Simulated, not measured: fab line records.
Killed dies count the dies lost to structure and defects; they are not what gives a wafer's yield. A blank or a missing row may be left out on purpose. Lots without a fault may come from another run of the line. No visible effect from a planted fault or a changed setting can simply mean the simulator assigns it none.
fab line records -- flow gf180mcu
record: lots: 7, wafers: 21, lastDay: 34
route steps=602 shown PSD@258 NSD@262 SAB@264
lots that met no fault: taken from a fault-free run of the same line
startH: start of the lot's first displayed wafer, in hours after the record's first day -- waitH: hours since the lot's step before -- " identical to the entry in the row above -- L1.1+2: a single row standing in for several wafers -- - either no value or no given start -- * or withheld: withheld -- < > ~ a bound
route shown NAME@n: a module of which the file shows steps, and the number in the route of the first -- usual: average and standard deviation across the fault-free wafers -- same: alike in all rows -- chamber/n: place in a boat -- sites: per-site readings -- _std_site: how widely they spread, as a standard deviation -- _edge_site: mean of outer sites minus mean of inner sites -- radiusMm: how far each site lies from the wafer's centre -- mask NAME#n: copy n -- behind: the tool/chamber that last shaped the wafer -- hold: why the lot was held/for how many hours/how that ended -- device: whichever transistor did not switch (one of n, p or np) -- end of line: at the end of the route, the tests of the same wafers -- step lacking rows: just its recipe -- killed: count of dies lost to structure and defects at first sort (not the wafer's yield) -- map: per-die view of a wafer (x killed, . not killed, _ where there is no die)
set.NAME: the run value of the setting; set.NAME@STEP: its run value at that earlier step -- model.NAME: the simulator's own value behind a step, which no gauge read
lots seen at some steps along the route; tables by step, rows by wafer
services: from which hour (startH, from the record's first day; less than 0 if before it) a tool's chamber was out of use, for how many hours, and why
== steps ==
step: GF_PSD_STRIP_10
recipe: chemistry: O2/N2, powerW: 1400, pressureMtorr: 1500, platenTempC: 250, o2FlowSccm: 3000, n2FlowSccm: 300, overashFraction: 0.5
usual: drypumpMotorCurrentA: 5.8/0.43, heaterPowerW: 320/42, oesProductAu: 0.591/0.0043, stripTimeToEndpointS: 16.54/0.032
lot.wafer,tool,chamber,startH,waitH,drypumpMotorCurrentA,heaterPowerW,oesProductAu,rfHoursCounterH,stripTimeToEndpointS
L788.1,plasmaAsher-01,1,380.84,0.1,5.3,310,0.597,27,16.54
L788.3,plasmaAsher-01,1,380.84,0.1,5.3,332,0.594,-,16.51
L788.4,plasmaAsher-01,0,380.84,0.1,6.1,269,0.593,-,16.51
L791.4,plasmaAsher-02,1,405.54,0.1,5.4,416,0.598,-,16.51
L791.5,plasmaAsher-02,0,405.54,0.1,5.8,298,0.599,-,16.54
L791.6,plasmaAsher-02,1,405.54,0.1,5.4,400,0.593,-,16.49
L796.1,plasmaAsher-04,1,446.41,0.1,6.5,323,0.589,81,16.53
L796.2,plasmaAsher-04,0,446.41,0.1,5.9,321,0.596,81,16.55
L796.5,plasmaAsher-04,0,446.41,0.1,5.9,328,0.593,-,16.51
L797.4,plasmaAsher-01,1,457.11,0.1,5.2,328,0.589,-,16.59
L797.5,plasmaAsher-01,0,457.11,0.1,6.1,267,0.589,-,16.57
L797.6,plasmaAsher-01,1,457.11,0.1,5.2,326,0.587,-,16.57
L798.2,plasmaAsher-02,1,462.48,0.1,5.5,407,0.586,3,16.59
L798.4,plasmaAsher-02,1,462.48,0.1,5.4,418,0.596,-,16.60
L798.6,plasmaAsher-02,0,462.48,0.1,5.7,289,0.588,-,16.57
L800.2,plasmaAsher-02,0,477.89,0.1,5.8,286,0.593,5,16.55
L800.4,plasmaAsher-02,1,477.89,0.1,5.5,429,0.589,-,16.52
L800.6,plasmaAsher-02,1,477.89,0.1,5.5,419,0.599,-,16.51
L802.1,plasmaAsher-01,1,495.59,0.1,5.3,331,0.595,38,16.51
L802.5,plasmaAsher-01,1,495.59,0.1,5.3,328,0.588,-,16.53
L802.6,plasmaAsher-01,0,495.59,0.1,6.1,267,0.587,-,16.53
step: GF_PSD_TW_MEAS_11
usual: PSD_TW: 3189/19
lot.wafer,tool,chamber,startH,waitH,PSD_TW
L788.1,filmMetro-01,-,380.95,0.1,3200
L788.3,filmMetro-01,-,380.95,0.1,3205
L788.4,filmMetro-01,-,380.95,0.1,3201
L791.4,filmMetro-01,-,405.64,0.1,3239
L791.5,filmMetro-01,-,405.64,0.1,3217
L791.6,filmMetro-01,-,405.64,0.1,3232
L796.1,filmMetro-01,-,446.51,0.1,3215
L796.2,filmMetro-01,-,446.51,0.1,3199
L796.5,filmMetro-01,-,446.51,0.1,3197
L797.4,filmMetro-02,-,457.21,0.1,3179
L797.5,filmMetro-02,-,457.21,0.1,3180
L797.6,filmMetro-02,-,457.21,0.1,3189
L798.2,filmMetro-02,-,462.59,0.1,3181
L798.4,filmMetro-02,-,462.59,0.1,3192
L798.6,filmMetro-02,-,462.59,0.1,3186
L800.2,filmMetro-04,-,478.00,0.1,3147
L800.4,filmMetro-04,-,478.00,0.1,3155
L800.6,filmMetro-04,-,478.00,0.1,3153
L802.1,filmMetro-02,-,495.69,0.1,3160
L802.5,filmMetro-02,-,495.69,0.1,3157
L802.6,filmMetro-02,-,495.69,0.1,3167
step: GF_PSD_CLEAN_12
recipe: chemistry: SC1/SC2, mix: 1:4:20, tempC: 70, timeS: 150, dry: n2Spin
step: GF_PSD_RTA_13
recipe: tempC: 1025, timeS: 20, ambient: N2
usual: chamberO2Ppm: 1.999/0.024, lampPowerPct: 33.7/0.59, wafer_temp_C_max: 1028.6/0.72
lot.wafer,tool,chamber,startH,waitH,chamberO2Ppm,lampPowerPct,wafer_temp_C_max
L788.1,rtpAnneal-01,0,381.08,0.0,2.005,33.0,1029.4
L788.3,rtpAnneal-01,0,381.08,0.0,1.973,33.0,1030.0
L788.4,rtpAnneal-01,0,381.08,0.0,2.007,33.0,1030.2
L791.4,rtpAnneal-01,0,405.76,0.0,1.979,33.0,1029.7
L791.5,rtpAnneal-01,0,405.76,0.0,1.986,33.0,1029.3
L791.6,rtpAnneal-01,0,405.76,0.0,1.992,33.0,1030.4
L796.1,rtpAnneal-02,0,446.62,0.0,1.979,34.2,1028.4
L796.2,rtpAnneal-02,0,446.62,0.0,1.968,34.2,1028.8
L796.5,rtpAnneal-02,0,446.62,0.0,2.016,34.2,1028.2
L797.4,rtpAnneal-01,0,457.33,0.0,1.956,33.1,1028.6
L797.5,rtpAnneal-01,0,457.33,0.0,1.975,33.0,1029.3
L797.6,rtpAnneal-01,0,457.33,0.0,2.025,33.0,1028.1
L798.2,rtpAnneal-01,0,462.70,0.0,2.049,33.0,1029.2
L798.4,rtpAnneal-01,0,462.70,0.0,2.013,33.0,1029.0
L798.6,rtpAnneal-01,0,462.70,0.0,1.983,33.0,1030.1
L800.2,rtpAnneal-02,0,478.12,0.0,2.033,34.2,1028.1
L800.4,rtpAnneal-02,0,478.12,0.0,2.006,34.2,1028.6
L800.6,rtpAnneal-02,0,478.12,0.0,2.012,34.2,1028.2
L802.1,rtpAnneal-02,0,495.80,0.0,1.995,34.2,1028.9
L802.5,rtpAnneal-02,0,495.80,0.0,2.013,34.2,1029.0
L802.6,rtpAnneal-02,0,495.80,0.0,1.977,34.2,1028.3
step: GF_PSD_RS_MEAS_14
recipe: thkMeasGauge: four-point-probe
usual: NSD_RS: 46.14/0.1
lot.wafer,tool,chamber,startH,waitH,NSD_RS[ohm/sq]
L788.1,filmMetro-02,-,381.18,0.1,46.04
L788.3,filmMetro-02,-,381.18,0.1,46.15
L788.4,filmMetro-02,-,381.18,0.1,46.13
L791.4,filmMetro-04,-,405.86,0.1,46.18
L791.5,filmMetro-04,-,405.86,0.1,46.10
L791.6,filmMetro-04,-,405.86,0.1,46.20
L796.1,filmMetro-04,-,446.70,0.1,46.20
L796.2,filmMetro-04,-,446.70,0.1,46.12
L796.5,filmMetro-04,-,446.70,0.1,46.23
L797.4,filmMetro-01,-,457.43,0.1,46.02
L797.5,filmMetro-01,-,457.43,0.1,46.00
L797.6,filmMetro-01,-,457.43,0.1,46.06
L798.2,filmMetro-01,-,462.79,0.1,45.97
L798.4,filmMetro-01,-,462.79,0.1,46.11
L798.6,filmMetro-01,-,462.79,0.1,45.97
L800.2,filmMetro-01,-,478.21,0.1,46.08
L800.4,filmMetro-01,-,478.21,0.1,46.04
L800.6,filmMetro-01,-,478.21,0.1,46.08
L802.1,filmMetro-01,-,495.97,0.1,46.02
L802.5,filmMetro-01,-,495.97,0.1,45.89
L802.6,filmMetro-01,-,495.97,0.1,45.94
step: GF_PSD_RS_MEAS_15
recipe: thkMeasGauge: four-point-probe
usual: PSD_RS: 108.6/0.33
lot.wafer,tool,chamber,startH,waitH,PSD_RS[ohm/sq]
L788.1,filmMetro-02,-,381.30,0.1,108.5
L788.3,filmMetro-02,-,381.30,0.1,108.6
L788.4,filmMetro-02,-,381.30,0.1,108.0
L791.4,filmMetro-04,-,405.98,0.1,108.7
L791.5,filmMetro-04,-,405.98,0.1,108.6
L791.6,filmMetro-04,-,405.98,0.1,108.8
L796.1,filmMetro-04,-,446.82,0.1,108.6
L796.2,filmMetro-04,-,446.82,0.1,108.5
L796.5,filmMetro-04,-,446.82,0.1,108.8
L797.4,filmMetro-01,-,457.55,0.1,108.3
L797.5,filmMetro-01,-,457.55,0.1,108.2
L797.6,filmMetro-01,-,457.55,0.1,108.7
L798.2,filmMetro-01,-,462.91,0.1,108.4
L798.4,filmMetro-01,-,462.91,0.1,108.5
L798.6,filmMetro-01,-,462.91,0.1,108.2
L800.2,filmMetro-01,-,478.33,0.1,108.2
L800.4,filmMetro-01,-,478.33,0.1,108.3
L800.6,filmMetro-01,-,478.33,0.1,108.7
L802.1,filmMetro-01,-,496.09,0.1,108.0
L802.5,filmMetro-01,-,496.09,0.1,108.0
L802.6,filmMetro-01,-,496.09,0.1,108.0
step: GF_SAB_CVD_00
recipe: material: SiO2, targetThkNm: 50, precursor: TEOS, tempC: 400, timeS: 4.9302, rfW: 600
usual: heaterPowerW: 641/97
lot.wafer,tool,chamber,startH,waitH,heaterPowerW,sinceWetCleanH
L788.1,pecvd-02,1,381.42,0.1,609,415
L788.3,pecvd-02,0,381.42,0.1,618,415
L788.4,pecvd-02,0,381.42,0.1,600,-
L791.4,pecvd-02,1,406.05,0.0,585,-
L791.5,pecvd-02,2,406.05,0.0,537,-
L791.6,pecvd-02,0,406.05,0.0,574,-
L796.1,pecvd-03,1,446.94,0.1,677,64
L796.2,pecvd-03,2,446.94,0.1,738,64
L796.5,pecvd-03,2,446.94,0.1,761,-
L797.4,pecvd-03,1,457.62,0.0,702,-
L797.5,pecvd-03,2,457.62,0.0,767,-
L797.6,pecvd-03,0,457.62,0.0,571,-
L798.2,pecvd-02,2,463.01,0.1,502,497
L798.4,pecvd-02,0,463.01,0.1,615,-
L798.6,pecvd-02,2,463.01,0.1,499,-
L800.2,pecvd-03,2,478.43,0.1,790,96
L800.4,pecvd-03,2,478.43,0.1,789,-
L800.6,pecvd-03,0,478.43,0.1,524,-
L802.1,pecvd-04,1,496.21,0.1,757,738
L802.5,pecvd-04,2,496.21,0.1,801,-
L802.6,pecvd-04,1,496.21,0.1,756,-
step: GF_SAB_THK_MEAS_01
recipe: reads: SiO2_of_SAB_CVD_00
usual: SAB_CVD_00_THK: 49.9/0.64
lot.wafer,tool,chamber,startH,waitH,SAB_CVD_00_THK[nm]
L788.1,filmMetro-03,-,381.44,0.0,49.9
L788.3,filmMetro-03,-,381.44,0.0,50.2
L788.4,filmMetro-03,-,381.44,0.0,51.4
L791.4,filmMetro-02,-,406.09,0.0,51.0
L791.5,filmMetro-02,-,406.09,0.0,50.5
L791.6,filmMetro-02,-,406.09,0.0,50.6
L796.1,filmMetro-03,-,446.96,0.0,50.7
L796.2,filmMetro-03,-,446.96,0.0,50.2
L796.5,filmMetro-03,-,446.96,0.0,50.5
L797.4,filmMetro-02,-,457.66,0.0,50.5
L797.5,filmMetro-02,-,457.66,0.0,50.9
L797.6,filmMetro-02,-,457.66,0.0,50.3
L798.2,filmMetro-03,-,463.04,0.0,48.7
L798.4,filmMetro-03,-,463.04,0.0,50.5
L798.6,filmMetro-03,-,463.04,0.0,50.4
L800.2,filmMetro-04,-,478.46,0.0,49.6
L800.4,filmMetro-04,-,478.46,0.0,50.7
L800.6,filmMetro-04,-,478.46,0.0,50.3
L802.1,filmMetro-02,-,496.23,0.0,49.2
L802.5,filmMetro-02,-,496.23,0.0,49.8
L802.6,filmMetro-02,-,496.23,0.0,49.4
step: GF_SAB_DEHYDRATE_02
recipe: tempC: 200, timeS: 60
step: GF_SAB_HMDS_03
recipe: primeTimeS: 60, primeTempC: 120
step: GF_SAB_COAT_04
recipe: resist: NOVOLAK, spinRpm: 3000, resistThkNm: 1000
step: GF_SAB_SOFTBAKE_05
recipe: tempC: 90, timeS: 60, resist: NOVOLAK
step: GF_SAB_EXPOSE_06
recipe: maskId: SAB, targetCdNm: 420, na: 0.6, sourceShape: conventional, sigmaOuter: 0.6, doseMj: 140
usual: reticleTempC: 23.00/0.11, stageVelMmS: 500.02/0.28
same: na: 0.6
lot.wafer,tool,chamber,startH,waitH,mask,reticleTempC,stageVelMmS
L788.1,ilineStepper-02,0,393.01,-,SAB#0,23.12,499.84
L788.3,ilineStepper-02,0,393.01,-,SAB#0,23.00,499.56
L788.4,ilineStepper-02,0,393.01,-,SAB#0,23.07,500.03
L791.4,ilineStepper-02,0,417.73,-,SAB#0,22.96,499.99
L791.5,ilineStepper-02,0,417.73,-,SAB#0,22.95,499.77
L791.6,ilineStepper-02,0,417.73,-,SAB#0,23.12,500.45
L796.1,ilineStepper-02,0,458.78,-,SAB#0,23.09,500.64
L796.2,ilineStepper-02,0,458.78,-,SAB#0,22.93,500.64
L796.5,ilineStepper-02,0,458.78,-,SAB#0,23.02,500.05
L797.4,ilineStepper-02,0,469.24,-,SAB#0,23.00,499.96
L797.5,ilineStepper-02,0,469.24,-,SAB#0,22.88,499.96
L797.6,ilineStepper-02,0,469.24,-,SAB#0,22.96,499.96
L798.2,ilineStepper-02,0,475.07,-,SAB#0,22.75,499.86
L798.4,ilineStepper-02,0,475.07,-,SAB#0,23.08,500.05
L798.6,ilineStepper-02,0,475.07,-,SAB#0,22.97,499.92
L800.2,ilineStepper-01,0,490.21,-,SAB#0,23.07,499.93
L800.4,ilineStepper-01,0,490.21,-,SAB#0,23.03,500.08
L800.6,ilineStepper-01,0,490.21,-,SAB#0,23.02,499.92
L802.1,ilineStepper-01,0,508.29,-,SAB#0,23.01,500.64
L802.5,ilineStepper-01,0,508.29,-,SAB#0,22.95,500.26
L802.6,ilineStepper-01,0,508.29,-,SAB#0,23.06,500.12
step: GF_SAB_PEB_07
recipe: tempC: withheld, timeS: *, resist: NOVOLAK
step: GF_SAB_DEVELOP_08
recipe: developTimeS: 60, devTempC: 23
step: GF_SAB_CD_MEAS_09
recipe: targetCdNm: 420
usual: cdNm: 420.4/2
lot.wafer,tool,chamber,startH,waitH,cdNm
L788.1,cdSem-02,-,404.64,0.1,418.9
L788.3,cdSem-02,-,404.64,0.1,420.4
L788.4,cdSem-02,-,404.64,0.1,419.2
L791.4,cdSem-01,-,429.90,0.1,420.2
L791.5,cdSem-01,-,429.90,0.1,420.4
L791.6,cdSem-01,-,429.90,0.1,420.3
L796.1,cdSem-01,-,470.94,0.2,420.4
L796.2,cdSem-01,-,470.94,0.2,265.4
L796.5,cdSem-01,-,470.94,0.2,420.5
L797.4,cdSem-01,-,481.49,0.1,420.7
L797.5,cdSem-01,-,481.49,0.1,419.4
L797.6,cdSem-01,-,481.49,0.1,263.5
L798.2,cdSem-01,-,487.07,0.1,267.8
L798.4,cdSem-01,-,487.07,0.1,424.6
L798.6,cdSem-01,-,487.07,0.1,271.1
L800.2,cdSem-01,-,501.81,0.1,421.3
L800.4,cdSem-01,-,501.81,0.1,421.0
L800.6,cdSem-01,-,501.81,0.1,421.2
L802.1,cdSem-01,-,519.19,0.1,418.0
L802.5,cdSem-01,-,519.19,0.1,418.3
L802.6,cdSem-01,-,519.19,0.1,418.3
step: GF_SAB_OVL_MEAS_10
usual: SAB_OVL: 0.3/1.7
lot.wafer,tool,chamber,startH,waitH,SAB_OVL[nm]
L788.1,overlay-01,-,404.76,0.1,1.4
L788.3,overlay-01,-,404.76,0.1,2.2
L788.4,overlay-01,-,404.76,0.1,-0.5
L791.4,overlay-02,-,429.98,0.1,2.2
L791.5,overlay-02,-,429.98,0.1,-0.3
L791.6,overlay-02,-,429.98,0.1,2.3
L796.1,overlay-02,-,471.06,0.1,2.0
L796.2,overlay-02,-,471.06,0.1,1.8
L796.5,overlay-02,-,471.06,0.1,3.3
L797.4,overlay-02,-,481.57,0.1,1.6
L797.5,overlay-02,-,481.57,0.1,0.5
L797.6,overlay-02,-,481.57,0.1,1.2
L798.2,overlay-02,-,487.18,0.1,3.0
L798.4,overlay-02,-,487.18,0.1,1.2
L798.6,overlay-02,-,487.18,0.1,3.5
L800.2,overlay-01,-,501.92,0.1,-2.2
L800.4,overlay-01,-,501.92,0.1,-2.1
L800.6,overlay-01,-,501.92,0.1,-1.3
L802.1,overlay-01,-,519.31,0.1,-5.4
L802.5,overlay-01,-,519.31,0.1,-4.2
L802.6,overlay-01,-,519.31,0.1,-1.6
step: GF_SAB_ETCH_11
recipe: chemistry: C4F8/O2/Ar, maskMaterial: NOVOLAK, target: SiO2, targetDepthNm: 55, sourceW: 1500, biasW: 1200, pressureMtorr: 40, c4f8FlowSccm: withheld, O2_flow_sccm: 6, Ar_flow_sccm: 300, timeS: 8.5
usual: oesProductAu: 1.000/0.0065
lot.wafer,tool,chamber,startH,waitH,oesProductAu,rfHoursCounterH,model.SAB.cdNm
L788.1,rieDiel-03,3,404.79,0.0,1.000,35,419.1
L788.3,rieDiel-03,0,404.79,0.0,0.991,1,420.7
L788.4,rieDiel-03,2,404.79,0.0,0.992,77,418.6
L791.4,rieDiel-04,0,430.00,0.0,1.002,0,420.3
L791.5,rieDiel-04,2,430.00,0.0,1.013,-,420
L791.6,rieDiel-04,3,430.00,0.0,0.995,-,420.3
L796.1,rieDiel-02,0,471.10,0.0,1.012,56,420.1
L796.2,rieDiel-02,3,471.10,0.0,1.001,29,265
L796.5,rieDiel-02,2,471.10,0.0,1.012,-,420.4
L797.4,rieDiel-02,2,481.59,0.0,0.997,13,420.1
L797.5,rieDiel-02,0,481.59,0.0,1.014,-,419.8
L797.6,rieDiel-02,1,481.59,0.0,0.997,-,263.4
L798.2,rieDiel-02,2,487.21,0.0,0.996,13,267.3
L798.4,rieDiel-02,1,487.21,0.0,0.999,65,424.5
L798.6,rieDiel-02,3,487.21,0.0,0.992,-,270.7
L800.2,rieDiel-04,1,501.95,0.0,0.989,66,421.5
L800.4,rieDiel-04,3,501.95,0.0,0.995,23,421.3
L800.6,rieDiel-04,2,501.95,0.0,0.997,-,421
L802.1,rieDiel-04,1,519.35,0.0,0.993,66,418.3
L802.5,rieDiel-04,3,519.35,0.0,0.996,-,418.7
L802.6,rieDiel-04,2,519.35,0.0,0.994,-,418.5
step: GF_SAB_WET_ETCH_12
recipe: chemistry: dHF, targetDepthNm: 22, dry: n2Spin, target: SiO2, tempC: 25, dilution: 100:1, timeS: 440
== services ==
tool,chamber,startH,hours,kind
plasmaAsher-01,-,363.71,1.3,repair
pecvd-03,-,368.88,14.0,pm
pecvd-03,0,368.88,14.0,ventCycle
pecvd-03,1,368.88,14.0,ventCycle
pecvd-03,2,368.88,14.0,ventCycle
ilineStepper-02,-,369.93,2.1,pm
ilineStepper-02,-,372.01,-,consumableReplace:lamp
ilineStepper-02,-,380.24,4.4,pm
rieDiel-02,3,380.46,1.6,repair
pecvd-03,0,382.88,-,clean
pecvd-02,-,384.66,0.9,repair
pecvd-03,-,384.75,28.1,pm
rieDiel-03,0,406.78,4.5,repair
pecvd-04,-,411.68,6.0,pm
pecvd-03,-,412.85,2.8,pm
ilineStepper-01,-,419.39,1.7,pm
plasmaAsher-02,-,421.25,9.0,pm
pecvd-03,-,438.52,4.3,repair
rieDiel-03,3,443.79,4.3,repair
rieDiel-03,0,459.39,3.3,repair
ilineStepper-01,-,463.08,4.4,pm
plasmaAsher-01,-,488.35,2.8,pm
rieDiel-03,0,501.59,22.0,repair
ilineStepper-02,0,501.62,-,calibration
== key ==
firstSign: step: GF_SAB_CD_MEAS_09, reading: cdNm, direction: down, sigmas: 76, usual: 420.4, struck: 266.9
effect none on later readings
modelEffect: step: GF_SAB_ETCH_11, value: SAB.cdNm, without: 421.4, struck: 266.6
metAt GF_SAB_EXPOSE_06
struckWafers L796.2,L797.6,L798.2,L798.6
laterRowsLeftOut L796.2,L797.6,L798.2,L798.6
sortLeftOut L796.2,L797.6,L798.2,L798.6
testerLeftOut L796,L797,L798
onsetBetween 417.73 458.78
fault: kind: processParameterDrift, tool: ilineStepper-02, chamber: -, onsetH: 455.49, steps: GF_SAB_EXPOSE_06, channel: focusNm, offset: 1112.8, shape: step, endH: 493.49, scope: struckWafersOnly
testerLeftOut: of these lots the tester's yield and bins aren't shown, on N5 and GAA mostly nor the transistor test; their killed dies are dies lost to structure and defects alone, not to doping, threshold or leakage, so they don't give the yield
sortLeftOut: the simulated sort isn't trusted on such a fault, so these wafers' sort isn't shown, and their yield isn't known
laterRowsLeftOut: the simulator's readings of these wafers behind a module that went badly wrong aren't trusted and aren't shown, but for the sort
